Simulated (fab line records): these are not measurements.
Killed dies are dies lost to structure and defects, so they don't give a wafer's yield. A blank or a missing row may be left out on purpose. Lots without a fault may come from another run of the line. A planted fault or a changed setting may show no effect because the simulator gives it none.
One fault through the eyes of 2 desks + flow sky130 + what lay behind the numbers comes last; until then each desk has only its own

== FOR THE TOOL OWNER'S DESK: pvd sputter-04 ==
At SKY_METAL2_SPUTTER_04 (material TiN, target thk 70 nm, time 58.3 s) the tool's own readings: per lot run on this tool, the mean of the sampled wafers that have a number. The brackets show how far a lot's mean lies from the usual mean; more than 4 standard deviations puts the lot out of limits, marked OUT.
Columns: A = throttle valve pct at SKY_METAL2_SPUTTER_04, usual 30.6 %
| lot  | first seen here | A    |
|------|-----------------|------|
| L473 | day 37 23:01    | 32.4 |
| L480 | day 40 09:49    | 31.3 |
| L481 | day 40 12:12    | 31.8 |
This desk's verdict: no lot among the 3 shows anything out of limits.

== THE METROLOGY DESK ==
Means of the sampled wafers that have a number, per lot and without regard to the tool the lot ran on: this is what the gauges read. The brackets show how far a lot's mean lies from the usual mean; more than 4 standard deviations puts the lot out of limits, marked OUT.
Columns: A = VIA1_W_RS at SKY_VIA1_RS_MEAS_22, usual 0.427 ohm/sq; B = VIA1_W_THK at SKY_VIA1_THK_MEAS_23, usual 273 nm; C = METAL2_ALCU_RS at SKY_METAL2_RS_MEAS_05, usual 0.1274 ohm/sq; D = METAL2_ALCU_THK at SKY_METAL2_THK_MEAS_06, usual 248 nm; E = cd nm at SKY_METAL2_CD_MEAS_15, usual 139.7 nm; F = METAL2_OVL at SKY_METAL2_OVL_MEAS_16, usual 1 nm
| lot  | first seen here | A     | B   | C      | D   | E     | F   |
|------|-----------------|-------|-----|--------|-----|-------|-----|
| L467 | day 35 19:29    | 0.429 | 266 | 0.1252 | 253 | 139.5 | -10 |
| L473 | day 37 22:27    | 0.426 | 276 | 0.1270 | 249 | 141.0 | 7   |
| L479 | day 39 22:06    | 0.426 | 273 | 0.1278 | 249 | 139.0 | 1   |
| L480 | day 40 09:16    | 0.433 | 273 | 0.1273 | 251 | 138.9 | 2   |
| L481 | day 40 11:40    | 0.427 | 276 | 0.1281 | 248 | 139.4 | -5  |
| L482 | day 40 16:16    | 0.428 | 276 | 0.1274 | 247 | 140.1 | 3   |
This desk's verdict: no lot among the 6 shows anything out of limits.

== ALL TOGETHER ==
The desk of the tool owner found nothing out of limits.
At the metrology desk, nothing out of limits was observed.

== WHAT THE SIMULATOR PUT IN ==
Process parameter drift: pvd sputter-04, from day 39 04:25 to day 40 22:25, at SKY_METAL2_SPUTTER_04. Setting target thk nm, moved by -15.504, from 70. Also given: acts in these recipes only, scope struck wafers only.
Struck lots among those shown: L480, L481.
